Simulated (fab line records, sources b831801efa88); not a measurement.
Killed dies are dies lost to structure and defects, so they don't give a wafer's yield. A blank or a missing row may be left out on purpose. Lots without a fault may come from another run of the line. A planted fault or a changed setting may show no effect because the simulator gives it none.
fab line records | flow sky130
record lots=5 wafers=14 last_day=50
route steps=708 shown VIA4@645 METAL5@661
lots that met no fault: from a run of the same line without faults
start_h: hours from the record's first day to the start of the lot's first wafer shown | wait_h: hours since the lot's step before | " the same as in the row above | L1.1+2: a row that stands for several wafers | - no value, or no start given | * or withheld: withheld | < > ~ a bound
route shown NAME@n: a module of which the file shows steps, and the number in the route of the first | usual: mean/standard deviation of fault-free wafers | same: alike in all rows | chamber/n: place in a boat | sites: the reading at each site | _std_site: their standard deviation | _edge_site: outer sites' mean less inner sites' | radius_mm: how far each site lies from the wafer's centre | mask NAME#n: copy n | behind: the tool/chamber that last shaped the wafer | hold: why the lot was held/for how many hours/how that ended | device: the transistor (n, p or np) that didn't switch | end of line: the same wafers' tests at the end of the route | a step without rows: its recipe alone | killed: dies lost to structure and defects at the first sort, not the wafer's yield | map: a wafer's dies, x killed, . not, _ none there
set.NAME: the setting as run; set.NAME@STEP: as run at that earlier step | model.NAME: the simulator's own value behind a step, which no gauge read
lots at some steps of the route; a table a step, a row a wafer
services: from which hour (start_h, from the record's first day; less than 0 if before it) a tool's chamber was out of use, for how many hours, and why
## steps
# step SKY_VIA4_COAT_06
# recipe resist=NOVOLAK spin_rpm=3000 resist_thk_nm=1140
# step SKY_VIA4_SOFTBAKE_07
# recipe temp_c=90 time_s=60 resist=NOVOLAK
# step SKY_VIA4_EXPOSE_08
# recipe mask_id=VIM4 na=0.6 source_shape=conventional sigma_outer=0.6 polarization=unpolarized target_cd_nm=800 dose_mj=132
# step SKY_VIA4_PEB_09
# recipe temp_c=withheld time_s=* resist=NOVOLAK
# step SKY_VIA4_DEVELOP_10
# recipe resist=NOVOLAK developer=TMAH develop_time_s=60 dev_temp_c=23
# step SKY_VIA4_OVL_MEAS_11
# usual VIA4_OVL=-0.8/1.3
# columns lot.wafer tool chamber start_h wait_h VIA4_OVL[nm]
L541.1 overlay-01 - 1016.36 0.1 1.2
L541.5 " - " " 1.3
L541.6 " - " " -0.1
L545.1 overlay-02 - 1042.32 0.1 -1.9
L545.3 " - " " 0.8
L545.4 " - " " 1.2
L553.5 overlay-01 - 1096.09 0.0 -0.5
L553.6 " - " " 0.2
L559.1 overlay-01 - 1135.26 0.1 -0.1
L559.3 " - " " -1.8
L559.5 " - " " -0.9
L561.2 overlay-01 - 1155.42 0.1 -1.8
L561.3 " - " " -3.5
L561.6 " - " " -1.0
# step SKY_VIA4_ETCH_12
# recipe target=SiO2 chemistry=C4F8/O2/Ar stop_on=TiN mask_material=NOVOLAK source_w=1500 bias_w=1200 pressure_mtorr=40 c4f8_flow_sccm=withheld O2_flow_sccm=6 Ar_flow_sccm=300 time_s=withheld target_depth_a=5800
# usual oes_product_au=0.926/0.0043
# columns lot.wafer tool chamber start_h wait_h oes_product_au
L541.1 rie_diel-04 0 1016.40 0.0 0.922
L541.5 " 3 " " 0.928
L541.6 " 2 " " 0.923
L545.1 rie_diel-01 2 1042.35 0.0 0.931
L545.3 " 0 " " 0.924
L545.4 " 1 " " 0.932
L553.5 rie_diel-04 3 1096.14 0.0 0.928
L553.6 " 2 " " 0.928
L559.1 rie_diel-02 3 1135.30 0.0 0.921
L559.3 " 0 " " 0.927
L559.5 " 0 " " 0.928
L561.2 rie_diel-01 1 1155.45 0.0 0.920
L561.3 " 3 " " 0.924
L561.6 " 0 " " 0.923
# step SKY_VIA4_STRIP_13
# recipe chemistry=O2/N2 power_w=1400 pressure_mtorr=1500 platen_temp_c=withheld o2_flow_sccm=3000 n2_flow_sccm=300 overash_fraction=0.5
# usual drypump_motor_current_A=5.3/0.31 oes_product_au=0.709/0.0043 strip_time_to_endpoint_s=12.80/0.032
# columns lot.wafer tool chamber start_h wait_h drypump_motor_current_A oes_product_au rf_hours_counter_h strip_time_to_endpoint_s
L541.1 plasma_asher-03 0 1016.47 - 5.4 0.717 56 12.78
L541.5 " 1 " " 5.2 0.712 - 12.79
L541.6 " 0 " " 5.4 0.708 - 12.79
L545.1 plasma_asher-02 1 1042.43 - 5.4 0.702 120 12.74
L545.3 " 1 " " 5.4 0.708 - 12.77
L545.4 " 0 " " 5.1 0.704 - 12.85
L553.5 plasma_asher-03 0 1096.24 - 5.4 0.708 - 12.80
L553.6 " 1 " " 5.2 0.711 - 12.73
L559.1 plasma_asher-03 0 1135.37 - 5.4 0.713 67 12.82
L559.3 " 0 " " 5.4 0.707 - 12.76
L559.5 " 1 " " 5.2 0.714 - 12.83
L561.2 plasma_asher-02 1 1155.52 - 5.4 0.712 9 12.78
L561.3 " 0 " " 5.1 0.713 - 12.79
L561.6 " 1 " " 5.4 0.708 - 12.81
# step SKY_VIA4_STRIP_14
# recipe chemistry=post_etch_residue_remover time_s=1200 temp_c=72.5
# step SKY_VIA4_CLEAN_15
# recipe chemistry=IPA time_s=180 temp_c=25
# step SKY_VIA4_CLEAN_16
# recipe chemistry=O3/DIW dry=n2_spin
# step SKY_VIA4_SPUTTER_17
# recipe material=TiN target_thk_nm=20 chamber_pressure_pa=5 power_w=4000 time_s=80
# usual cathode_dc_power_W=4000.0/0.74 throttle_valve_pct=29.6/1
# same time_s=80
# columns lot.wafer tool chamber start_h wait_h cathode_dc_power_W throttle_valve_pct
L541.1 pvd_sputter-04 - 1017.06 0.0 4001.0 29.3
L541.5 " - " " 4000.5 29.4
L541.6 " - " " 3999.2 29.0
L545.1 pvd_sputter-02 - 1043.02 0.0 3999.0 27.1
L545.3 " - " " 3999.6 30.3
L545.4 " - " " 3999.4 28.3
L553.5 pvd_sputter-04 - 1096.80 0.0 3999.6 29.5
L553.6 " - " " 3998.7 28.8
L559.1 pvd_sputter-04 - 1136.89 0.0 3998.0 29.3
L559.3 " - " " 4000.1 29.7
L559.5 " - " " 3999.5 29.2
L561.2 pvd_sputter-02 - 1156.17 0.0 4000.6 28.1
L561.3 " - " " 4000.4 30.1
L561.6 " - " " 3999.1 26.8
# step SKY_VIA4_CVD_18
# recipe material=W target_thk_nm=505 time_s=152.14 temp_c=400 pressure_torr=40
# usual heater_power_w=853/98
# columns lot.wafer tool chamber start_h wait_h heater_power_w model.W_of_VIA4_CVD_18.thk_nm
L541.1 cvd_w-02 1 1017.12 0.0 747 524.7
L541.5 " 0 " " 934 506.7
L541.6 " 1 " " 715 520.5
L545.1 cvd_w-01 1 1043.08 0.0 734 500
L545.3 " 0 " " 937 507.1
L545.4 " 1 " " 734 497.6
L553.5 cvd_w-02 0 1096.94 0.1 923 731.1
L553.6 " 1 " " 730 516.1
L559.1 cvd_w-01 0 1136.96 0.0 964 506.3
L559.3 " 0 " " 961 512.2
L559.5 " 0 " " 947 511.9
L561.2 cvd_w-01 1 1156.24 0.0 729 499.5
L561.3 " 0 " " 951 500.6
L561.6 " 1 " " 763 500
# step SKY_VIA4_RS_MEAS_19
# recipe thk_meas_gauge=four-point-probe reads=W_of_VIA4_CVD_18+TiN_of_VIA4_SPUTTER_17
# usual VIA4_W_RS=0.226/0.0042
# columns lot.wafer tool chamber start_h wait_h VIA4_W_RS[ohm/sq]
L541.1 film_metro-02 - 1017.27 0.1 0.218
L541.5 " - " " 0.226
L541.6 " - " " 0.220
L545.1 film_metro-04 - 1043.23 0.1 0.228
L545.3 " - " " 0.226
L545.4 " - " " 0.230
L553.5 film_metro-02 - 1097.07 0.1 0.156
L553.6 " - " " 0.222
L559.1 film_metro-04 - 1137.11 0.1 0.225
L559.3 " - " " 0.223
L559.5 " - " " 0.223
L561.2 film_metro-01 - 1156.41 0.1 0.229
L561.3 " - " " 0.229
L561.6 " - " " 0.228
# step SKY_VIA4_THK_MEAS_20
# recipe thk_meas_gauge=xrf reads=W_of_VIA4_CVD_18
# usual VIA4_W_THK=506/13
# columns lot.wafer tool chamber start_h wait_h VIA4_W_THK[nm]
L541.1 film_metro-02 - 1017.39 0.1 526
L541.5 " - " " 511
L541.6 " - " " 521
L545.1 film_metro-04 - 1043.35 0.1 502
L545.3 " - " " 509
L545.4 " - " " 500
L553.5 film_metro-02 - 1097.15 0.1 742
L553.6 " - " " 519
L559.1 film_metro-04 - 1137.23 0.1 513
L559.3 " - " " 519
L559.5 " - " " 516
L561.2 film_metro-01 - 1156.52 0.1 484
L561.3 " - " " 483
L561.6 " - " " 486
# step SKY_VIA4_CMP_21
# recipe stop_on=SiO2 t_overpolish_s=25 down_force_psi=3.5 platen_rpm=60 target_thk_nm=0 pad_velocity_m_s=0.94248
# usual motor_current_A=11.0/1.6 time_to_endpoint_s=123/4.2
# columns lot.wafer tool chamber start_h wait_h motor_current_A time_to_endpoint_s
L541.1 cmp-02 2 1017.60 0.2 9.7 124
L541.6 " 3 " " 10.3 126
L541.5 " 0 " " 11.1 125
L545.4 cmp-01 1 1043.41 0.0 10.3 124
L545.1 " 2 " " 9.8 123
L545.3 " 3 " " 14.6 124
L553.6 cmp-02 3 1098.22 1.1 9.9 123
L553.5 " 0 " " 12.3 179
L559.3 cmp-01 0 1137.39 0.1 13.5 121
L559.1 " 1 " " 11.0 120
L559.5 " 0 " " 12.8 121
L561.3 cmp-01 0 1156.66 0.1 11.9 121
L561.2 " 1 " " 10.7 119
L561.6 " 3 " " 14.2 117
# step SKY_METAL5_SPUTTER_00
# recipe material=Ti target_thk_nm=15 power_w=3000 time_s=10 chamber_pressure_pa=0.4
# usual cathode_dc_power_W=3000.0/0.55 throttle_valve_pct=29.5/1.1
# same time_s=10
# columns lot.wafer tool chamber start_h wait_h cathode_dc_power_W throttle_valve_pct
L541.1 pvd_sputter-02 - 1017.75 0.1 3000.8 30.4
L541.5 " - " " 3000.0 30.1
L541.6 " - " " 3000.3 30.4
L545.1 pvd_sputter-04 - 1043.71 0.2 2999.8 30.7
L545.3 " - " " 3000.2 28.6
L545.4 " - " " 3000.6 29.1
L553.5 pvd_sputter-02 - 1098.33 0.0 2998.7 28.5
L553.6 " - " " 2999.8 30.1
L559.1 pvd_sputter-02 - 1137.64 0.1 3000.4 28.4
L559.3 " - " " 3000.4 30.0
L559.5 " - " " 3001.2 30.1
L561.2 pvd_sputter-02 - 1156.91 0.1 2999.8 28.4
L561.3 " - " " 3000.3 30.2
L561.6 " - " " 3000.0 30.0
## services
# columns tool chamber start_h hours kind
cvd_w-02 - 1007.70 1.0 repair
cvd_w-01 - 1019.50 0.7 repair
rie_diel-04 1 1024.82 17.9 repair
rie_diel-01 3 1025.70 4.2 repair
rie_diel-04 3 1034.18 5.4 repair
cvd_w-02 0 1037.56 5.0 repair
cmp-02 - 1039.37 6.2 repair
cmp-01 - 1047.96 0.6 repair
plasma_asher-02 - 1055.30 9.0 pm
rie_diel-01 2 1066.52 3.4 repair
cmp-02 - 1070.79 0.6 repair
rie_diel-02 2 1089.08 32.1 repair
cmp-01 - 1092.98 4.0 pm
cmp-01 - 1097.64 1.1 repair
cmp-01 - 1098.88 1.0 repair
cvd_w-02 - 1115.99 3.1 repair
plasma_asher-03 - 1124.44 2.9 repair
cmp-01 - 1125.30 1.4 repair
cvd_w-01 1 1130.60 4.1 repair
rie_diel-04 1 1134.87 22.6 repair
cmp-02 - 1146.96 2.6 repair
cvd_w-02 1 1150.54 6.7 repair
cvd_w-02 - 1152.49 2.8 pm
cmp-01 - 1153.01 1.1 repair
## key
first_sign step=SKY_VIA4_RS_MEAS_19 reading=VIA4_W_RS direction=down sigmas=17 usual=0.226 struck=0.156
effect step=SKY_VIA4_THK_MEAS_20 reading=VIA4_W_THK direction=up sigmas=18 usual=506 struck=742
effect step=SKY_VIA4_CMP_21 reading=time_to_endpoint_s direction=up sigmas=13 usual=* struck=*
model_effect step=SKY_VIA4_CVD_18 value=W_of_VIA4_CVD_18.thk_nm without=499 struck=731.1
met_at SKY_VIA4_CVD_18
struck_wafers L553.5
onset_between 1017.12 1096.94
fault kind=process_parameter_drift tool=cvd_w-02 chamber=- onset_h=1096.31 steps=SKY_VIA4_CVD_18 channel=target_thk_nm offset=233.52 shape=step end_h=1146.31 scope=struck_wafers_only acts_in=these_recipes_only stated=505
